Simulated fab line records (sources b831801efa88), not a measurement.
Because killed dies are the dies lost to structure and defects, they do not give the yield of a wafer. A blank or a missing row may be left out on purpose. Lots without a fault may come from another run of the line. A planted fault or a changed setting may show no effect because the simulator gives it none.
Which of the tools did it? :: flow sky130 :: 11 lots with 33 wafers sampled at 4 steps, on a route of 708 steps

WHAT EACH GAUGE READ, for each wafer
SKY_LI_CONTACT_THK_MEAS_23: measures by xrf. Usual: LI_CONTACT_W_THK typically reads 384 nm, with standard deviation 6.3.
lot: L808
measured: day 29 06:53
on: film metro-03
LI_CONTACT_W_THK (nm): 381 380 381
flag: 

lot: L810
measured: day 29 18:39
on: film metro-04
LI_CONTACT_W_THK (nm): 381 381 382
flag: 

lot: L812
measured: day 30 22:50
on: film metro-04
LI_CONTACT_W_THK (nm): 375 371 367
flag: 

lot: L813
measured: day 31 05:11
on: film metro-02
LI_CONTACT_W_THK (nm): 384 386 387
flag: 

lot: L816
measured: day 32 07:35
on: film metro-02
LI_CONTACT_W_THK (nm): 380 377 376
flag: 

lot: L817
measured: day 32 09:36
on: film metro-02
LI_CONTACT_W_THK (nm): 389 387 387
flag: 

lot: L822
measured: day 33 20:34
on: film metro-03
LI_CONTACT_W_THK (nm): 389 390 387
flag: 

lot: L823
measured: day 34 00:06
on: film metro-03
LI_CONTACT_W_THK (nm): 384 386 385
flag: 

lot: L824
measured: day 34 13:48
on: film metro-03
LI_CONTACT_W_THK (nm): 395 394 393
flag: 

lot: L825
measured: day 34 20:22
on: film metro-04
LI_CONTACT_W_THK (nm): 374 379 384
flag: 

lot: L831
measured: day 36 09:32
on: film metro-03
LI_CONTACT_W_THK (nm): 397 387 392
flag: 

SKY_CONTACT_RS_MEAS_25: the measuring method here is four-point-probe. Usual: CONTACT_W_RS typically reads 0.339 ohm/sq, with standard deviation 0.0054.
lot: L808
measured: day 31 18:53
on: film metro-02
CONTACT_W_RS (ohm/sq): 0.334 0.336 0.336
flag: 

lot: L810
measured: day 32 05:31
on: film metro-01
CONTACT_W_RS (ohm/sq): 0.339 0.344 0.341
flag: 

lot: L812
measured: day 33 09:04
on: film metro-04
CONTACT_W_RS (ohm/sq): 0.342 0.331 0.333
flag: 

lot: L813
measured: day 33 14:53
on: film metro-02
CONTACT_W_RS (ohm/sq): 0.333 0.337 0.336
flag: 

lot: L816
measured: day 34 16:03
on: film metro-01
CONTACT_W_RS (ohm/sq): 0.345 0.336 0.342
flag: 

lot: L817
measured: day 34 17:22
on: film metro-04
CONTACT_W_RS (ohm/sq): 0.334 0.336 0.342
flag: 

lot: L822
measured: day 36 05:14
on: film metro-01
CONTACT_W_RS (ohm/sq): 0.334 0.341 0.342
flag: 

lot: L823
measured: day 36 07:21
on: film metro-01
CONTACT_W_RS (ohm/sq): 0.343 0.248 0.353
flag: OFF

lot: L824
measured: day 36 19:24
on: film metro-02
CONTACT_W_RS (ohm/sq): 0.338 0.248 0.249
flag: OFF

lot: L825
measured: day 37 03:14
on: film metro-04
CONTACT_W_RS (ohm/sq): 0.245 0.244 0.348
flag: OFF

lot: L831
measured: day 38 16:55
on: film metro-02
CONTACT_W_RS (ohm/sq): 0.340 0.337 0.340
flag: 

SKY_CONTACT_THK_MEAS_26: measures by xrf. Usual: CONTACT_W_THK typically reads 328 nm, with standard deviation 5.6.
lot: L808
measured: day 31 18:59
on: film metro-02
CONTACT_W_THK (nm): 331 331 330
flag: 

lot: L810
measured: day 32 05:37
on: film metro-01
CONTACT_W_THK (nm): 328 326 329
flag: 

lot: L812
measured: day 33 09:11
on: film metro-04
CONTACT_W_THK (nm): 324 333 330
flag: 

lot: L813
measured: day 33 14:59
on: film metro-02
CONTACT_W_THK (nm): 333 330 330
flag: 

lot: L816
measured: day 34 16:09
on: film metro-01
CONTACT_W_THK (nm): 325 333 326
flag: 

lot: L817
measured: day 34 17:29
on: film metro-04
CONTACT_W_THK (nm): 331 328 323
flag: 

lot: L822
measured: day 36 05:20
on: film metro-01
CONTACT_W_THK (nm): 329 325 324
flag: 

lot: L823
measured: day 36 07:28
on: film metro-01
CONTACT_W_THK (nm): 323 438 316
flag: OFF

lot: L824
measured: day 36 19:31
on: film metro-02
CONTACT_W_THK (nm): 326 441 436
flag: OFF

lot: L825
measured: day 37 03:19
on: film metro-04
CONTACT_W_THK (nm): 449 451 322
flag: OFF

lot: L831
measured: day 38 17:02
on: film metro-02
CONTACT_W_THK (nm): 325 329 325
flag: 

WHICH TOOL RAN EACH LOT (tool, then ch and the chambers of the sampled wafers, then the start)
lot: L808
SKY_CONTACT_CVD_24: cvd w-01 ch 0, day 31 18:45

lot: L810
SKY_CONTACT_CVD_24: cvd w-01 ch 0, day 32 05:19

lot: L812
SKY_CONTACT_CVD_24: cvd w-01 ch 0,1, day 33 08:57

lot: L813
SKY_CONTACT_CVD_24: cvd w-01 ch 0, day 33 14:45

lot: L816
SKY_CONTACT_CVD_24: cvd w-01 ch 0,1, day 34 15:56

lot: L817
SKY_CONTACT_CVD_24: cvd w-02 ch 0,1, day 34 17:15

lot: L822
SKY_CONTACT_CVD_24: cvd w-01 ch 0,1, day 36 05:06

lot: L823
SKY_CONTACT_CVD_24: cvd w-01 ch 0,1, day 36 07:13

lot: L824
SKY_CONTACT_CVD_24: cvd w-01 ch 0,1, day 36 19:16

lot: L825
SKY_CONTACT_CVD_24: cvd w-01 ch 0,1, day 37 03:05

lot: L831
SKY_CONTACT_CVD_24: cvd w-02 ch 0,1, day 38 16:48
- SKY_CONTACT_CVD_24: deposits W, target thk 340 nm, time 102.12 s.

WHAT THE TOOLS THEMSELVES READ (means of the sampled wafers that have a number; where no wafer has one, the mark that the record gives instead)
SKY_CONTACT_CVD_24. Usual: heater power w reads 854 W (standard deviation 75).
lot: L808
tool: cvd w-01
heater power w (W): 896
flag: 

lot: L810
tool: cvd w-01
heater power w (W): 893
flag: 

lot: L812
tool: cvd w-01
heater power w (W): 850
flag: 

lot: L813
tool: cvd w-01
heater power w (W): 887
flag: 

lot: L816
tool: cvd w-01
heater power w (W): 822
flag: 

lot: L817
tool: cvd w-02
heater power w (W): 878
flag: 

lot: L822
tool: cvd w-01
heater power w (W): 807
flag: 

lot: L823
tool: cvd w-01
heater power w (W): 857
flag: 

lot: L824
tool: cvd w-01
heater power w (W): 823
flag: 

lot: L825
tool: cvd w-01
heater power w (W): 860
flag: 

lot: L831
tool: cvd w-02
heater power w (W): 965
flag: 

THE ANSWER, worked out from the rows above alone
Rule: take the mean of a lot's wafers that have a number; if it is more than 3 standard deviations from the usual mean, the lot is off. Also off: a lot with no number at a reading for which 4 or more lots have one. Where the step has rows for the other lots, those lots are counted as sound. First the gauges in route order, then the tools' own readings, where a lot's mean is used as printed above. The first step at which some lot is off is used, and at that step the reading that is off furthest; a lot without a number counts as furthest.
Off: at SKY_CONTACT_RS_MEAS_25 (CONTACT_W_RS), L823, L824, L825.
A tool fits if, at a process step before that reading, it ran every lot that is off, and no sound lot after the first of them. Gauges at SKY_CONTACT_RS_MEAS_25: tried the same way as those tools. One fits: SKY_CONTACT_CVD_24 on cvd w-01. Its last sound lot is L822 (day 36 05:06), its first lot that is off L823 (day 36 07:13): a fault that began between those two fits.

WHAT HAD BEEN PUT IN BY THE SIMULATOR
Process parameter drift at SKY_CONTACT_CVD_24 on cvd w-01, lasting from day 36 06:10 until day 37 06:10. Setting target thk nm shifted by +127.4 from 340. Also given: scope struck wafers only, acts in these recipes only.
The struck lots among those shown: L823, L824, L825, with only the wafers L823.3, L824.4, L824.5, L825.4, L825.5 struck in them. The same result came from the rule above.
